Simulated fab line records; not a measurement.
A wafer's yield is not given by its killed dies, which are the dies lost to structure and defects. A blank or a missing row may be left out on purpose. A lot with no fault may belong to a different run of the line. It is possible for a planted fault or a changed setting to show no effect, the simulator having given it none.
Problem report in the 8D (eight disciplines) form, filled by code / flow sfq-line / the parts of the form that need people (team, actions taken, sign-off) are left out

== 1. THE ISSUE ==
Mean of oes-product-au at SFQ_TRILAYER_I1_VIA_ETCH_VIA_ETCH_052: 0.371 a.u. across 9 wafers in 3 lots; on wafers with no fault it is 0.854 a.u. (standard deviation 0.0051). Relative to the usual mean, that is a shift of -95 standard deviations.
The step: etches SiO2 in CHF3, stops on Nb, target depth 260 nm.
The first sign was on wafer L699.2 at day 23 23:19, on rie-diel-01. Wafers with a number at this step in the record: 21, from 7 lots. Rule for "out", or "out of limits": more than 4 standard deviations from the usual mean. The other wafers with a number count as sound.

== 2. WHAT IT IS AND WHAT IT IS NOT ==
question=which readings at this step | is=oes-product-au | is not=bias-w, drypump-motor-current-A
question=which lots | is=L699, L700, L701 | is not=L685, L691, L692, L705
question=which wafers of those lots | is=all that have a number | is not=-
question=read on which tools | is=rie-diel-01 | is not=rie-diel-02
question=when | is=from day 23 23:19 | is not=up to then (9 sound wafers); but 3 sound wafers of L705 came after

== 3. THE SUSPECTS, EACH WITH WHAT RULES IT OUT ==
Counting: any tool at a process step up to the reading is kept as a suspect provided that every lot that is out went through it and no sound lot did after the first of them.
- film-metro-02 at SFQ_TRILAYER_I1_METRO_MEASURE_047: kept. It ran every lot that is out, first L699 (day 18 13:23), and no sound lot after that.
- rie-diel-01 at SFQ_TRILAYER_I1_VIA_BARC_OPEN_VIA_ETCH_071 (etches BARC in O2, target depth 125 nm, time 41.7 s): ruled out as a lasting fault. Sound lots L705 ran on it after its first lot that is out, L699 (day 23 23:16).
- rie-diel-01 at SFQ_TRILAYER_I1_VIA_ETCH_VIA_ETCH_052 (etches SiO2 in CHF3, stops on Nb, target depth 260 nm): ruled out as a lasting fault. Sound lots L705 ran on it after its first lot that is out, L699 (day 23 23:19).
The count leaves film-metro-02 at SFQ_TRILAYER_I1_METRO_MEASURE_047.

== 4. THE CAUSE (what the simulator had put in) ==
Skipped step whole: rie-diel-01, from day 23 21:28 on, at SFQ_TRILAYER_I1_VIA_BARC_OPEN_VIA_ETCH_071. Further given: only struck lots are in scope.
Counting ruled it out, wrongly.

== 5. SEQUENCE OF EFFECTS, ordered by route ==
Each row: a reading where the mean over the struck wafers with a number is more than 3 standard deviations away from the usual. Only readings whose record carries a usual standard deviation are examined. hours: median over the lots of the time between each lot's start at the first step of this table that gives one and its start at this step. sigmas: the change, counted in usual standard deviations.
hours=0; step=SFQ_TRILAYER_I1_VIA_ETCH_VIA_ETCH_052; reading=oes-product-au; usual=0.854 a.u.; on struck wafers=0.371; change=-0.483; sigmas=-95
The process steps in it:
- SFQ_TRILAYER_I1_VIA_ETCH_VIA_ETCH_052: etches SiO2 in CHF3, stops on Nb, target depth 260 nm.
Readings that are blank on the struck wafers while sound wafers have them: bias-w at SFQ_TRILAYER_I1_VIA_BARC_OPEN_VIA_ETCH_071; chamber-pressure-mTorr at SFQ_TRILAYER_I1_VIA_BARC_OPEN_VIA_ETCH_071; drypump-motor-current-A at SFQ_TRILAYER_I1_VIA_BARC_OPEN_VIA_ETCH_071; oes-product-au at SFQ_TRILAYER_I1_VIA_BARC_OPEN_VIA_ETCH_071; exposure-dose-mJ-cm2 at SFQ_TRILAYER_M2_LITHO_EXPOSE_058; focus-offset-nm at SFQ_TRILAYER_M2_LITHO_EXPOSE_058.
Later measuring or inspecting steps at which every struck wafer that the step has a row for has a number for every such reading, and none has moved that far: SFQ_M2_RS_MEAS_914.

== 6. HOW IT WOULD HAVE BEEN CAUGHT EARLIER ==
First out-of-limits reading in this record: day 23 23:19, which is 2 hours after fault onset at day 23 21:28.
At SFQ_TRILAYER_I1_VIA_BARC_OPEN_VIA_ETCH_071 the tool's readings are blank on the struck wafers, where sound wafers have them: an empty tool record is the first sign, and it was there at once.
